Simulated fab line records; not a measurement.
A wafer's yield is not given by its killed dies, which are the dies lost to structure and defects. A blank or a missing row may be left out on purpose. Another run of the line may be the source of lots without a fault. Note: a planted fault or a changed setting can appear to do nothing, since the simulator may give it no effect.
Code-filled problem report in 8D (eight disciplines) form ; flow gf180mcu ; the parts of the form that need people (team, actions taken, sign-off) are left out

== 1. THE ISSUE ==
Wafers without a fault read 260.2 nm, standard deviation 1.1; cd nm at GF_V4_CD_MEAS_14 reads a mean of 269.7 nm on 9 wafers belonging to 3 lots. Measured from the usual mean, that is +8.6 standard deviations.
The step: target cd 260 nm.
Seen first at day 26 02:15 on cd sem-01, wafer L847.1. At this step, 36 wafers from 12 lots have a number in the record. By rule, "out" or "out of limits" means more than 4 standard deviations away from the usual mean. All remaining wafers that have a number are taken as sound.

== 2. WHAT IT IS, AND WHAT IT ISN'T ==
question;is;is not
which readings at this step;cd nm;-
which lots;L847, L848, L849;L842, L843, L844, L853, L854, L856, L858, L862, L864
which wafers of those lots;all that have a number;-
read on which gauges;cd sem-01, cd sem-02;-
when;from day 26 02:15;"up to then (9 sound wafers); but 18 sound wafers of L853, L854, L856, L858, L862, L864 came after"

== 3. THE SUSPECTS, EACH WITH WHAT RULES IT OUT ==
Counting: any tool at a process step up to the reading is kept as a suspect provided that every lot that is out went through it and no sound lot did after the first of them.
- the gauge at GF_V4_CD_MEAS_14 is ruled out. Those wafers that are out were read across 2 gauges (cd sem-01, cd sem-02).
- litho track-01 at GF_V4_PEB_12 (peb time 90 s): kept. All lots that are out passed through it, beginning with L847 at day 26 01:54, and no sound lot followed; its final sound lot before that point was L844 at day 24 22:39. Its own heater power total W, plate temp C readings are out on those wafers.
Remaining after the count: litho track-01 at GF_V4_PEB_12.

== 4. THE CAUSE (what the simulator had put in) ==
Drift in process parameters on litho track-01 at GF_V4_PEB_12, starting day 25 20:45. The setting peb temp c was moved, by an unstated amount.
After counting, this tool was the only one left.

== 5. THE CHAIN OF EFFECTS, in route order ==
Each row: a reading whose mean over the struck wafers that have a number lies more than 3 standard deviations from the usual. Only readings whose record carries a usual standard deviation are examined. hours: median over the lots of the time between each lot's start at the first step of this table that gives one and its start at this step. sigmas: the change, counted in usual standard deviations.
hours;step;reading;usual;on struck wafers;change;sigmas
0;GF_V4_PEB_12;heater power total W;85.70 W;89.36;+3.66;+40
0;GF_V4_PEB_12;plate temp C;135.02 C;139.38;+4.36;+34
0;GF_V4_CD_MEAS_14;cd nm;260.2 nm;269.7;+9.5;+8.6
It contains these process steps:
- GF_V4_PEB_12: peb time 90 s.
At these later measuring or inspecting steps, every struck wafer for which the step has a row has a number for every such reading, and none has moved that far: GF_V4_OVL_MEAS_15.

== 6. HOW IT WOULD HAVE BEEN CAUGHT EARLIER ==
In this record the first reading out of limits at a measuring or inspecting step was taken at day 26 02:15, 6 hours after the fault began at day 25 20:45.
The tool's own readings at GF_V4_PEB_12 were out on every struck wafer that the step has a row for (heater power total W, plate temp C): an alarm limit on them would have fired on the first of those.
Of the lots that are out (3), L848, L849 began GF_V4_PEB_12 on litho track-01 after day 26 02:15. A hold on the tool at that time would have spared those 2.
